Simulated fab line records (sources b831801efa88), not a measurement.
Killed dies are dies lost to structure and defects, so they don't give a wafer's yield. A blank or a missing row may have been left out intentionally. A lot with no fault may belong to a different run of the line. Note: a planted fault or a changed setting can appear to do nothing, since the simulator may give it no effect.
fab line records	flow sky130
record lots=12	wafers=36	lastDay=50
route steps=708 shown NWELL@68 VT_ADJUST_LVTN@104 POLY_GATE@231 PAD_OPEN@701
lots with no fault: from the same line, run without faults
startH: the number of hours between the record's first day and the start of the first shown wafer of the lot	waitH: hours from the lot's prior step to this one	" same as the row above	L1.1+2: several wafers, shown together as one row	- no value, or no start given	* or withheld: withheld	< > ~ a bound
route shown NAME@n: names a module that has steps shown in the file, with the first one's number in the route	usual: mean and standard deviation over wafers with no fault	same: alike in all rows	chamber/n: place in a boat	sites: the reading at each site	_std_site: standard deviation across them	_edge_site: mean of outer sites minus mean of inner sites	radiusMm: for every site, how far away it sits from the centre of the wafer	mask NAME#n: copy n	behind: the most recent tool/chamber to have shaped the wafer	hold: the reason the lot was held/the length of the hold in hours/how it ended	device: the n, p or np transistor that did not switch	end of line: tests run on the same wafers once the route is complete	a step without rows: its recipe alone	killed: at the first sort, the dies lost to defects and structure; wafer yield is something else	map: per-die view of a wafer (x killed, . not killed, _ where there is no die)
set.NAME: the setting the step ran with; set.NAME@STEP: the setting that earlier step ran with	model.NAME: the simulator's own value behind a step, which no gauge read
a sample of lots followed through the steps of the route, with each step as a table and each wafer as a row
services: when a tool's chamber went out of use (startH, in hours from the record's first day, below 0 if earlier), for how many hours, and the reason
## steps
# step SKY_NWELL_TW_MEAS_15
# usual NWELL_TW=1812/17
lot.wafer	tool	chamber	startH	waitH	NWELL_TW
L706.2	filmMetro-03	-	100.20	0.1	1817
L706.3	"	-	"	"	1826
L706.4	"	-	"	"	1837
L707.1	filmMetro-03	-	107.79	0.1	1809
L707.2	"	-	"	"	1822
L707.3	"	-	"	"	1823
L708.1	filmMetro-03	-	108.44	0.1	1808
L708.3	"	-	"	"	1811
L708.5	"	-	"	"	1812
L710.1	filmMetro-03	-	113.58	0.1	1822
L710.2	"	-	"	"	1811
L710.6	"	-	"	"	1827
L716.1	filmMetro-03	-	145.83	0.1	1811
L716.5	"	-	"	"	1808
L716.6	"	-	"	"	1799
L721.3	filmMetro-02	-	171.91	0.1	1801
L721.4	"	-	"	"	1798
L721.6	"	-	"	"	1801
L722.2	filmMetro-03	-	177.25	0.1	1803
L722.4	"	-	"	"	1808
L722.5	"	-	"	"	1800
L724.1	filmMetro-02	-	189.09	0.1	1798
L724.2	"	-	"	"	1796
L724.6	"	-	"	"	1800
L726.2	filmMetro-02	-	210.19	0.1	1790
L726.3	"	-	"	"	1785
L726.6	"	-	"	"	1776
L727.1	filmMetro-03	-	222.83	0.1	1828
L727.4	"	-	"	"	1806
L727.6	"	-	"	"	1823
L728.2	filmMetro-03	-	228.80	0.1	1826
L728.4	"	-	"	"	1826
L728.6	"	-	"	"	1815
L729.2	filmMetro-02	-	229.85	0.1	1805
L729.4	"	-	"	"	1796
L729.5	"	-	"	"	1806
# step SKY_VT_ADJUST_LVTN_OVL_MEAS_07
# usual VT_ADJUST_LVTN_OVL=0.8/1.4
lot.wafer	tool	chamber	startH	waitH	VT_ADJUST_LVTN_OVL[nm]
L706.2	overlay-02	-	156.75	-	-0.6
L706.3	"	-	"	"	-1.8
L706.4	"	-	"	"	-1.2
L707.1	overlay-02	-	163.75	-	1.4
L707.2	"	-	"	"	0.7
L707.3	"	-	"	"	0.4
L708.1	overlay-02	-	165.09	-	-1.3
L708.3	"	-	"	"	0.0
L708.5	"	-	"	"	0.9
L710.1	overlay-02	-	170.39	-	2.0
L710.2	"	-	"	"	4.1
L710.6	"	-	"	"	4.0
L716.1	overlay-02	-	204.99	-	0.4
L716.5	"	-	"	"	0.4
L716.6	"	-	"	"	-0.3
L721.3	overlay-01	-	236.41	-	2.8
L721.4	"	-	"	"	3.5
L721.6	"	-	"	"	2.0
L722.2	overlay-01	-	242.71	-	-0.3
L722.4	"	-	"	"	0.2
L722.5	"	-	"	"	0.9
L724.1	overlay-02	-	257.34	-	2.1
L724.2	"	-	"	"	2.1
L724.6	"	-	"	"	2.3
L726.2	overlay-01	-	280.69	-	-0.4
L726.3	"	-	"	"	-0.5
L726.6	"	-	"	"	-0.5
L727.1	overlay-01	-	295.90	-	2.8
L727.4	"	-	"	"	1.0
L727.6	"	-	"	"	1.5
L728.2	overlay-01	-	302.19	-	-0.8
L728.4	"	-	"	"	-0.4
L728.6	"	-	"	"	0.7
L729.2	overlay-02	-	303.66	-	-0.7
L729.4	"	-	"	"	0.3
L729.5	"	-	"	"	1.2
# step SKY_POLY_GATE_ETCH_17
# recipe targetDepthNm=180	stopOn=SiO2	overEtchFrac=0.56667	chemistry=HBr/Cl2	target=poly-Si	icpW=400	biasW=100	pressureMtorr=10	HBr_flow_sccm=150	Cl2_flow_sccm=50	timeS=70.5
# usual drypumpMotorCurrentA=5.8/0.33	oesProductAu=0.984/0.0079	throttleValvePct=33.685/0.01
lot.wafer	tool	chamber	startH	waitH	drypumpMotorCurrentA	oesProductAu	rfHoursCounterH	throttleValvePct
L706.2	rieSi-02	0	403.33	0.0	5.7	1.011	26	33.664
L706.3	"	3	"	"	5.5	0.997	1	33.687
L706.4	"	1	"	"	6.3	0.972	64	33.683
L707.1	rieSi-01	3	403.48	0.0	6.2	0.982	40	33.674
L707.2	"	2	"	"	5.4	0.973	4	33.689
L707.3	"	1	"	"	5.6	0.974	8	33.684
L708.1	rieSi-02	0	403.83	0.0	5.7	0.995	26	33.673
L708.3	"	2	"	"	5.8	0.992	0	33.680
L708.5	"	1	"	"	6.3	0.974	-	33.687
L710.1	rieSi-02	3	410.64	0.0	5.6	0.994	1	33.697
L710.2	"	2	"	"	5.8	0.980	0	33.680
L710.6	"	1	"	"	6.3	0.968	-	33.683
L716.1	rieSi-02	1	458.27	0.0	6.3	0.967	65	33.697
L716.5	"	0	"	"	5.7	0.983	-	33.679
L716.6	"	1	"	"	6.3	0.976	-	33.689
L721.3	rieSi-01	1	506.29	0.0	5.6	0.994	9	33.679
L721.4	"	3	"	"	6.2	0.979	41	33.679
L721.6	"	0	"	"	5.4	0.982	-	33.682
L722.2	rieSi-01	3	511.22	0.0	6.2	1.007	41	33.691
L722.4	"	0	"	"	5.4	0.974	3	33.681
L722.5	"	1	"	"	5.6	0.983	-	33.686
L724.1	rieSi-01	3	526.54	0.0	6.2	0.981	41	33.682
L724.2	"	1	"	"	5.6	0.979	9	33.697
L724.6	"	3	"	"	6.2	0.990	-	33.669
L726.2	rieSi-01	0	552.69	0.0	5.3	0.977	3	33.679
L726.3	"	2	"	"	5.4	0.982	5	33.680
L726.6	"	3	"	"	6.2	0.992	-	33.684
L727.1	rieSi-02	0	572.43	0.0	5.7	0.980	27	33.690
L727.4	"	2	"	"	5.8	0.980	1	33.703
L727.6	"	0	"	"	5.7	0.990	-	33.671
L728.2	rieSi-01	0	578.62	0.0	5.4	0.983	3	33.672
L728.4	"	2	"	"	5.4	0.984	5	33.669
L728.6	"	2	"	"	5.4	0.984	-	33.683
L729.2	rieSi-02	0	580.39	0.0	5.7	0.975	27	33.686
L729.4	"	2	"	"	5.8	0.979	1	33.685
L729.5	"	0	"	"	5.7	0.976	-	33.702
# step SKY_PAD_OPEN_ETCH_07
# recipe chemistry=CF4/O2	targetDepthNm=725	stopOn=AlCu	sourceW=800	biasW=150	pressureMtorr=150	cf4FlowSccm=80	O2_flow_sccm=10	timeS=161.1
# usual drypumpMotorCurrentA=5.9/0.4	oesProductAu=0.977/0.0081	throttleValvePct=5.965/0.0082
lot.wafer	tool	chamber	startH	waitH	drypumpMotorCurrentA	oesProductAu	rfHoursCounterH	throttleValvePct
L706.2	rieDiel-03	2	1089.20	-	6.6	0.966	23	5.967
L706.3	"	3	"	"	5.6	0.976	8	5.958
L706.4	"	0	"	"	6.0	0.982	20	5.974
L707.1	rieDiel-04	1	1092.35	-	6.1	0.970	24	5.943
L707.2	"	2	"	"	6.4	0.976	21	5.957
L707.3	"	0	"	"	5.6	0.974	20	5.969
L708.1	rieDiel-02	2	1092.86	-	6.1	0.972	17	5.956
L708.3	"	3	"	"	5.6	0.975	20	5.971
L708.5	"	3	"	"	5.6	0.987	-	5.955
L710.1	rieDiel-04	3	1099.65	-	5.3	0.976	26	5.955
L710.2	"	2	"	"	6.4	0.976	21	5.962
L710.6	"	3	"	"	5.3	0.999	-	5.965
L716.1	rieDiel-04	3	1126.65	-	5.2	0.990	27	5.977
L716.5	"	1	"	"	6.1	0.928	-	5.947
L716.6	"	2	"	"	6.4	0.991	-	5.965
L721.3	rieDiel-03	1	1161.85	-	5.9	0.983	12	5.978
L721.4	"	2	"	"	6.6	0.987	26	5.962
L721.6	"	2	"	"	6.6	0.990	-	5.962
L722.2	rieDiel-03	3	1163.56	-	5.6	0.978	10	5.980
L722.4	"	0	"	"	5.9	0.975	22	5.962
L722.5	"	0	"	"	6.0	0.981	-	5.959
L724.1	rieDiel-03	0	1168.10	-	6.0	0.974	22	5.969
L724.2	"	1	"	"	5.9	0.975	12	5.971
L724.6	"	1	"	"	5.9	0.989	-	5.968
L726.2	rieDiel-03	1	1181.74	-	5.9	0.954	13	5.960
L726.3	"	2	"	"	6.6	0.972	26	5.958
L726.6	"	1	"	"	5.9	0.968	-	5.973
L728.2	rieDiel-02	1	1202.00	-	5.3	0.971	24	5.949
L728.4	"	2	"	"	6.1	0.965	21	5.954
L728.6	"	3	"	"	5.6	0.982	-	5.976
L727.1	rieDiel-04	3	1203.74	-	5.3	0.979	30	5.967
L727.4	"	0	"	"	5.6	0.978	24	5.970
L727.6	"	2	"	"	6.4	0.980	-	5.955
L729.2	rieDiel-04	3	1205.89	-	5.3	0.965	30	5.972
L729.4	"	1	"	"	6.1	0.991	29	5.962
L729.5	"	1	"	"	6.1	0.974	-	5.974
# step SKY_PAD_OPEN_PROBE_99
# usual defectLimitedYield=82.5/1.8	killed_at_M0_to_M3=44/7.1	killed_at_M4_up=3.0/1.9	killedAtContacts=25/5.6	killedAtFrontEnd=14/4.1	killedAtOther=0.2/0.44	killedDies=86/9.1	killedOnRim=17/3.7	killedOpen=47/7.4	killedShort=39/5.7	sort_bin_3_pad_short=0.9/0.37	sort_bin_5_function=10.3/1.6	sort_bin_6_memory=6.3/1.1	sortNPass=406/9.1	sortYieldPct=82.5/1.8
# same grossDies=492	killedAtBackSide=0	sort_bin_4_leakage[%]=0	sort_bin_8_speed[%]=0
lot.wafer	tool	chamber	startH	waitH	hold	defectLimitedYield[%]	killed_at_M0_to_M3	killed_at_M4_up	killedAtContacts	killedAtFrontEnd	killedAtOther	killedDies	killedOnRim	killedOpen	killedShort	sort_bin_3_pad_short[%]	sort_bin_5_function[%]	sort_bin_6_memory[%]	sortNPass	sortYieldPct[%]
L706.2	prober-02	-	1091.77	0.1	-	83.3	41	1	28	12	0	82	13	44	38	0.8	10.4	5.5	410	83.3
L706.3	prober-02	-	1091.82	0.2	-	81.5	39	1	38	13	0	91	18	52	39	0.4	11.2	6.9	401	81.5
L706.4	prober-02	-	1091.87	0.2	-	83.5	33	6	23	19	0	81	9	41	38	0.8	9.6	6.1	411	83.5
L707.1	prober-02	-	1095.57	0.1	-	81.7	30	2	42	15	1	90	17	59	31	0.6	12.4	5.3	402	81.7
L707.2	prober-02	-	1095.62	0.1	-	83.9	34	1	30	14	0	79	19	40	39	1.4	9.8	4.9	413	83.9
L707.3	prober-02	-	1095.67	0.2	-	82.5	46	6	23	11	0	86	18	46	40	0.6	9.6	7.3	406	82.5
L708.1	prober-01	-	1095.57	0.1	-	80.3	57	5	24	11	0	97	17	56	41	1.2	10.8	7.7	395	80.3
L708.3	prober-01	-	1095.67	0.2	-	83.9	45	2	22	10	0	79	11	39	40	0.6	9.6	5.9	413	83.9
L708.5	prober-01	-	1095.77	0.2	-	84.3	37	1	27	12	0	77	11	39	38	0.8	7.3	7.5	415	84.3
L710.1	prober-02	-	1101.99	0.1	-	83.7	40	4	23	13	0	80	16	52	28	0.6	9.8	5.9	412	83.7
L710.2	prober-02	-	1102.04	0.1	-	81.9	37	4	30	18	0	89	18	53	36	1.0	11.2	5.9	403	81.9
L710.6	prober-02	-	1102.24	0.2	-	83.9	34	3	24	18	0	79	15	47	32	0.8	10.2	5.1	413	83.9
L716.1	prober-02	-	1128.98	0.1	awaitDispo/5.3h/release	81.3	38	3	30	21	0	92	19	48	44	2.0	11.2	5.5	400	81.3
L716.5	prober-02	-	1129.18	0.2	awaitDispo/5.3h/release	0	43	8	32	13	396	492	96	51	45	0.8	92.9	6.3	0	0
L716.6	prober-02	-	1129.23	0.2	awaitDispo/5.3h/release	80.9	41	2	29	21	1	94	16	50	44	1.0	10.4	7.7	398	80.9
L721.3	prober-01	-	1164.28	0.2	-	82.1	37	1	39	11	0	88	15	49	39	0.6	11.8	5.5	404	82.1
L721.4	prober-01	-	1164.33	0.2	-	83.5	44	4	21	12	0	81	15	41	40	1.4	11.6	3.5	411	83.5
L721.6	prober-01	-	1164.43	0.2	-	86.0	35	1	22	11	0	69	9	37	32	0.4	7.7	5.9	423	86.0
L722.2	prober-01	-	1165.97	0.1	-	83.5	36	1	34	10	0	81	19	51	30	0.8	10.6	5.1	411	83.5
L722.4	prober-01	-	1166.07	0.2	-	83.7	39	2	25	13	1	80	17	38	42	1.0	8.9	6.3	412	83.7
L722.5	prober-01	-	1166.12	0.2	-	82.9	41	3	24	15	1	84	16	48	36	0.6	10.8	5.7	408	82.9
L724.1	prober-01	-	1170.42	0.1	-	85.4	39	3	17	13	0	72	11	38	34	1.0	7.9	5.7	420	85.4
L724.2	prober-01	-	1170.47	0.1	-	83.5	41	4	25	11	0	81	11	42	39	0.8	10.8	4.9	411	83.5
L724.6	prober-01	-	1170.67	0.2	-	84.6	44	1	18	13	0	76	15	40	36	0.4	10.8	4.3	416	84.6
L726.2	prober-01	-	1184.10	0.1	-	83.1	37	5	25	15	1	83	17	46	37	1.0	9.6	6.3	409	83.1
L726.3	prober-01	-	1184.15	0.2	-	79.5	57	2	27	14	1	101	18	63	38	0.4	13.2	6.9	391	79.5
L726.6	prober-01	-	1184.30	0.2	-	82.5	34	5	38	9	0	86	14	50	36	0.8	10.0	6.7	406	82.5
L728.2	prober-02	-	1204.37	0.1	-	82.3	40	2	28	17	0	87	17	38	49	1.4	10.4	5.9	405	82.3
L728.4	prober-02	-	1204.47	0.2	-	83.9	32	6	21	20	0	79	15	33	46	1.2	8.3	6.5	413	83.9
L728.6	prober-02	-	1204.57	0.2	-	82.3	42	2	28	15	0	87	19	49	38	1.0	10.0	6.7	405	82.3
L727.1	prober-01	-	1206.06	0.1	-	79.9	55	2	30	12	0	99	21	46	53	0.8	11.6	7.7	393	79.9
L727.4	prober-01	-	1206.21	0.2	-	82.1	42	2	24	20	0	88	19	49	39	1.0	12.0	4.9	404	82.1
L727.6	prober-01	-	1206.31	0.2	-	81.5	53	3	22	13	0	91	23	48	43	1.6	11.4	5.5	401	81.5
L729.2	prober-02	-	1208.25	0.1	-	81.3	47	2	33	9	1	92	23	49	43	1.2	12.6	4.9	400	81.3
L729.4	prober-02	-	1208.35	0.2	-	80.7	49	2	29	15	0	95	22	61	34	0.4	12.2	6.7	397	80.7
L729.5	prober-02	-	1208.40	0.2	-	80.1	54	1	19	24	0	98	19	50	48	1.2	11.6	7.1	394	80.1
# killed by level:class
L706.2 CONTACT:geometricParticle:open=12 VIA1:geometricParticle:open=11 CONTACT:geometricParticle:short=6 VIA3:geometricParticle:open=6 LI_CONTACT:geometricParticle:open=5 METAL1:geometricParticle:short=5 LOCAL_INTERCONNECT:geometricParticle:short=4 VIA1:geometricParticle:short=4
L706.3 CONTACT:geometricParticle:open=18 LI_CONTACT:geometricParticle:open=11 METAL1:geometricParticle:short=8 VIA1:geometricParticle:open=8 VIA2:geometricParticle:short=6 POLY_GATE:geometricParticle:short=5 VIA3:geometricParticle:open=5 METAL2:geometricParticle:short=4
L706.4 LI_CONTACT:geometricParticle:open=7 CONTACT:geometricParticle:open=7 METAL4:geometricParticle:short=6 FIELD_ISO:geometricParticle:short=5 CONTACT:geometricParticle:short=5 VIA1:geometricParticle:open=5 METAL2:geometricParticle:short=5 VIA3:geometricParticle:open=5
L707.1 CONTACT:geometricParticle:open=22 VIA1:geometricParticle:open=10 LI_CONTACT:geometricParticle:open=8 LOCAL_INTERCONNECT:geometricParticle:short=7 METAL2:geometricParticle:short=6 FIELD_ISO:geometricParticle:open=4 POLY_GATE:geometricParticle:short=4 VIA2:geometricParticle:open=4
L708.1 VIA1:geometricParticle:open=16 VIA2:geometricParticle:open=10 LOCAL_INTERCONNECT:geometricParticle:short=8 VIA3:geometricParticle:open=8 LI_CONTACT:geometricParticle:open=7 METAL2:geometricParticle:short=7 METAL1:geometricParticle:short=5 CONTACT:geometricParticle:open=5
L707.2 LOCAL_INTERCONNECT:geometricParticle:short=10 CONTACT:geometricParticle:open=9 LI_CONTACT:geometricParticle:open=6 METAL2:geometricParticle:short=6 POLY_GATE:geometricParticle:short=5 VIA2:geometricParticle:open=5 VIA1:geometricParticle:open=4 VIA1:geometricParticle:short=4
L707.3 LI_CONTACT:geometricParticle:open=10 VIA1:geometricParticle:open=9 CONTACT:geometricParticle:open=6 VIA1:geometricParticle:short=6 VIA3:geometricParticle:open=6 METAL1:geometricParticle:short=5 METAL2:geometricParticle:short=5 METAL3:geometricParticle:short=5
L708.3 VIA1:geometricParticle:short=12 CONTACT:geometricParticle:open=10 VIA1:geometricParticle:open=8 VIA2:geometricParticle:open=7 VIA3:geometricParticle:open=6 LOCAL_INTERCONNECT:geometricParticle:short=5 METAL1:geometricParticle:short=5 POLY_GATE:geometricParticle:short=3
L708.5 CONTACT:geometricParticle:open=11 CONTACT:geometricParticle:short=7 VIA1:geometricParticle:open=7 VIA1:geometricParticle:short=6 METAL1:geometricParticle:short=5 VIA2:geometricParticle:open=5 VIA3:geometricParticle:open=5 LOCAL_INTERCONNECT:geometricParticle:short=4
L710.1 CONTACT:geometricParticle:open=11 VIA1:geometricParticle:open=9 VIA3:geometricParticle:open=8 VIA2:geometricParticle:open=5 POLY_GATE:geometricParticle:open=4 VIA3:geometricParticle:short=4 LI_CONTACT:geometricParticle:open=4 CONTACT:geometricParticle:short=4
L710.2 CONTACT:geometricParticle:open=9 VIA1:geometricParticle:open=8 CONTACT:geometricParticle:short=8 VIA2:geometricParticle:open=8 FIELD_ISO:geometricParticle:open=7 VIA3:geometricParticle:open=6 LI_CONTACT:geometricParticle:open=5 POLY_GATE:geometricParticle:short=4
L710.6 CONTACT:geometricParticle:open=12 POLY_GATE:geometricParticle:open=7 VIA1:geometricParticle:open=7 VIA3:geometricParticle:open=6 LOCAL_INTERCONNECT:geometricParticle:short=5 LI_CONTACT:geometricParticle:open=5 FIELD_ISO:geometricParticle:open=4 VIA1:geometricParticle:short=4
L716.1 CONTACT:geometricParticle:open=11 LI_CONTACT:geometricParticle:open=10 METAL2:geometricParticle:short=8 VIA2:geometricParticle:open=8 POLY_GATE:geometricParticle:short=7 FIELD_ISO:geometricParticle:short=6 METAL1:geometricParticle:short=5 VIA1:geometricParticle:short=5
L716.5 PAD_OPEN:areaEtch=396 CONTACT:geometricParticle:open=9 VIA3:geometricParticle:open=8 LI_CONTACT:geometricParticle:short=7 CONTACT:geometricParticle:short=7 FIELD_ISO:geometricParticle:short=6 METAL1:geometricParticle:short=6 VIA1:geometricParticle:open=6
L716.6 VIA1:geometricParticle:open=14 LI_CONTACT:geometricParticle:open=9 FIELD_ISO:geometricParticle:open=7 METAL1:geometricParticle:short=7 CONTACT:geometricParticle:open=6 LOCAL_INTERCONNECT:geometricParticle:short=5 POLY_GATE:geometricParticle:short=4 LI_CONTACT:geometricParticle:short=4
L721.3 CONTACT:geometricParticle:open=16 LI_CONTACT:geometricParticle:open=10 VIA1:geometricParticle:open=9 METAL2:geometricParticle:short=6 CONTACT:geometricParticle:short=5 VIA3:geometricParticle:open=5 FIELD_ISO:geometricParticle:open=4 LOCAL_INTERCONNECT:geometricParticle:short=4
L721.4 CONTACT:geometricParticle:open=8 METAL2:geometricParticle:short=8 METAL1:geometricParticle:short=7 VIA3:geometricParticle:open=6 VIA1:geometricParticle:short=6 VIA3:geometricParticle:short=5 FIELD_ISO:geometricParticle:open=5 VIA2:geometricParticle:open=5
L721.6 VIA1:geometricParticle:open=10 CONTACT:geometricParticle:open=8 VIA2:geometricParticle:open=6 CONTACT:geometricParticle:short=5 FIELD_ISO:geometricParticle:short=4 METAL2:geometricParticle:short=4 VIA2:geometricParticle:short=3 LI_CONTACT:geometricParticle:open=3
L722.2 CONTACT:geometricParticle:open=17 VIA1:geometricParticle:open=9 LI_CONTACT:geometricParticle:open=7 VIA3:geometricParticle:open=6 VIA2:geometricParticle:open=6 CONTACT:geometricParticle:short=5 METAL2:geometricParticle:short=5 POLY_GATE:geometricParticle:short=3
L722.4 LI_CONTACT:geometricParticle:open=9 METAL2:geometricParticle:short=8 VIA2:geometricParticle:open=7 CONTACT:geometricParticle:open=6 METAL1:geometricParticle:short=6 CONTACT:geometricParticle:short=5 FIELD_ISO:geometricParticle:open=4 VIA1:geometricParticle:short=4
L722.5 METAL2:geometricParticle:short=11 CONTACT:geometricParticle:open=10 LI_CONTACT:geometricParticle:open=7 VIA1:geometricParticle:open=7 FIELD_ISO:geometricParticle:open=4 POLY_GATE:geometricParticle:open=4 LI_CONTACT:geometricParticle:short=4 VIA2:geometricParticle:open=4
L724.1 CONTACT:geometricParticle:open=9 VIA1:geometricParticle:open=9 METAL1:geometricParticle:short=6 VIA3:geometricParticle:open=6 VIA2:geometricParticle:open=5 POLY_GATE:geometricParticle:short=4 FIELD_ISO:geometricParticle:short=3 CONTACT:geometricParticle:short=3
L724.2 LI_CONTACT:geometricParticle:open=11 METAL1:geometricParticle:short=11 CONTACT:geometricParticle:open=9 VIA1:geometricParticle:open=7 METAL2:geometricParticle:short=6 VIA2:geometricParticle:open=4 METAL3:geometricParticle:short=4 METAL4:geometricParticle:short=4
L724.6 VIA1:geometricParticle:open=8 VIA1:geometricParticle:short=7 CONTACT:geometricParticle:open=6 VIA2:geometricParticle:open=6 METAL2:geometricParticle:short=6 FIELD_ISO:geometricParticle:open=5 LI_CONTACT:geometricParticle:open=5 METAL1:geometricParticle:short=5
L726.2 VIA3:geometricParticle:open=9 VIA2:geometricParticle:open=8 LI_CONTACT:geometricParticle:open=7 CONTACT:geometricParticle:open=7 FIELD_ISO:geometricParticle:short=6 VIA1:geometricParticle:short=5 FIELD_ISO:geometricParticle:open=4 LI_CONTACT:geometricParticle:short=4
L726.3 CONTACT:geometricParticle:open=14 VIA1:geometricParticle:open=11 VIA2:geometricParticle:open=11 LI_CONTACT:geometricParticle:open=7 METAL2:geometricParticle:short=6 VIA3:geometricParticle:open=6 VIA3:geometricParticle:short=5 FIELD_ISO:geometricParticle:short=4
L726.6 CONTACT:geometricParticle:open=16 VIA1:geometricParticle:open=12 CONTACT:geometricParticle:short=10 FIELD_ISO:geometricParticle:open=4 LOCAL_INTERCONNECT:geometricParticle:short=4 METAL2:geometricParticle:short=4 VIA2:geometricParticle:open=4 POLY_GATE:geometricParticle:short=3
L728.2 LI_CONTACT:geometricParticle:open=10 METAL1:geometricParticle:short=8 VIA1:geometricParticle:open=7 POLY_GATE:geometricParticle:short=6 VIA1:geometricParticle:short=5 LI_CONTACT:geometricParticle:short=5 CONTACT:geometricParticle:short=5 CONTACT:geometricParticle:open=5
L728.4 CONTACT:geometricParticle:open=8 LI_CONTACT:geometricParticle:open=7 VIA3:geometricParticle:short=6 FIELD_ISO:geometricParticle:short=5 POLY_GATE:geometricParticle:short=5 VIA2:geometricParticle:open=5 METAL1:geometricParticle:short=4 METAL3:geometricParticle:short=4
L728.6 CONTACT:geometricParticle:open=13 VIA2:geometricParticle:open=8 VIA3:geometricParticle:open=7 CONTACT:geometricParticle:short=5 METAL2:geometricParticle:short=5 FIELD_ISO:geometricParticle:open=4 POLY_GATE:geometricParticle:short=4 VIA3:geometricParticle:short=4
L727.1 VIA1:geometricParticle:open=16 METAL1:geometricParticle:short=9 LI_CONTACT:geometricParticle:open=8 CONTACT:geometricParticle:short=8 CONTACT:geometricParticle:open=8 VIA2:geometricParticle:short=8 LI_CONTACT:geometricParticle:short=5 METAL2:geometricParticle:short=5
L727.4 VIA1:geometricParticle:open=10 CONTACT:geometricParticle:open=8 METAL1:geometricParticle:short=7 CONTACT:geometricParticle:short=6 VIA1:geometricParticle:short=6 VIA3:geometricParticle:open=6 POLY_GATE:geometricParticle:short=5 FIELD_ISO:geometricParticle:open=4
L727.6 VIA1:geometricParticle:open=9 CONTACT:geometricParticle:open=8 VIA2:geometricParticle:open=8 CONTACT:geometricParticle:short=7 METAL2:geometricParticle:short=6 VIA3:geometricParticle:open=6 METAL1:geometricParticle:short=5 FIELD_ISO:geometricParticle:open=4
L729.2 VIA1:geometricParticle:open=13 VIA3:geometricParticle:open=9 CONTACT:geometricParticle:short=8 VIA2:geometricParticle:open=8 LI_CONTACT:geometricParticle:short=7 CONTACT:geometricParticle:open=7 LI_CONTACT:geometricParticle:open=6 LOCAL_INTERCONNECT:geometricParticle:short=5
L729.4 VIA1:geometricParticle:open=16 CONTACT:geometricParticle:open=14 FIELD_ISO:geometricParticle:open=7 VIA1:geometricParticle:short=7 CONTACT:geometricParticle:short=6 VIA2:geometricParticle:open=6 METAL2:geometricParticle:short=5 LI_CONTACT:geometricParticle:open=4
L729.5 VIA1:geometricParticle:open=14 CONTACT:geometricParticle:open=10 VIA1:geometricParticle:short=9 METAL2:geometricParticle:short=9 FIELD_ISO:geometricParticle:short=8 FIELD_ISO:geometricParticle:open=7 VIA3:geometricParticle:open=5 VIA2:geometricParticle:open=5
## services
tool	chamber	startH	hours	kind
rieDiel-03	3	448.04	4.5	repair
rieDiel-03	-	448.54	0.6	repair
rieDiel-04	0	461.78	2.0	repair
rieDiel-03	-	475.07	1.2	repair
rieSi-01	1	506.69	2.8	repair
rieSi-02	-	509.26	2.8	pm
rieDiel-03	1	515.04	1.9	repair
rieDiel-03	2	518.88	3.2	repair
rieDiel-03	0	542.79	3.9	repair
rieSi-01	-	559.28	0.1	repair
rieSi-01	1	624.92	3.8	repair
rieSi-02	-	626.25	1.0	repair
rieSi-02	-	721.38	1.2	repair
rieSi-02	-	795.65	0.2	repair
rieSi-02	3	805.11	1.6	repair
rieSi-01	-	830.24	14.6	pm
rieSi-01	1	853.63	11.5	repair
rieSi-01	3	974.61	4.9	repair
rieSi-01	-	997.13	28.1	pm
rieSi-01	2	1030.49	10.0	repair
rieSi-02	2	1046.71	1.4	repair
rieSi-02	-	1079.69	0.3	repair
rieSi-01	-	1110.44	0.2	repair
rieSi-02	3	1145.71	10.3	repair
## key
firstSign step=SKY_PAD_OPEN_ETCH_07	reading=oesProductAu	direction=down	sigmas=6	usual=0.977	struck=0.928
effect step=SKY_PAD_OPEN_PROBE_99	reading=killedAtOther	direction=up	sigmas=99+	usual=0.2	struck=396
moreKillsBornAt SKY_PAD_OPEN_ETCH_07@rieDiel-04=396
metAt SKY_PAD_OPEN_ETCH_07
struckLots L716
struckWafers L716.5
laterRowsLeftOut L716.5
notActingAt SKY_NWELL_TW_MEAS_15,SKY_VT_ADJUST_LVTN_OVL_MEAS_07,SKY_POLY_GATE_ETCH_17
onsetBetween 1092.35 1126.65
fault kind=processParameterDrift	tool=rieDiel-04	chamber=1	onsetH=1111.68	steps=SKY_PAD_OPEN_ETCH_07	channel=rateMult	offset=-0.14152	shape=step	endH=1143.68
# laterRowsLeftOut: the simulator's readings of these wafers behind a module that went badly wrong aren't trusted and aren't shown, but for the sort
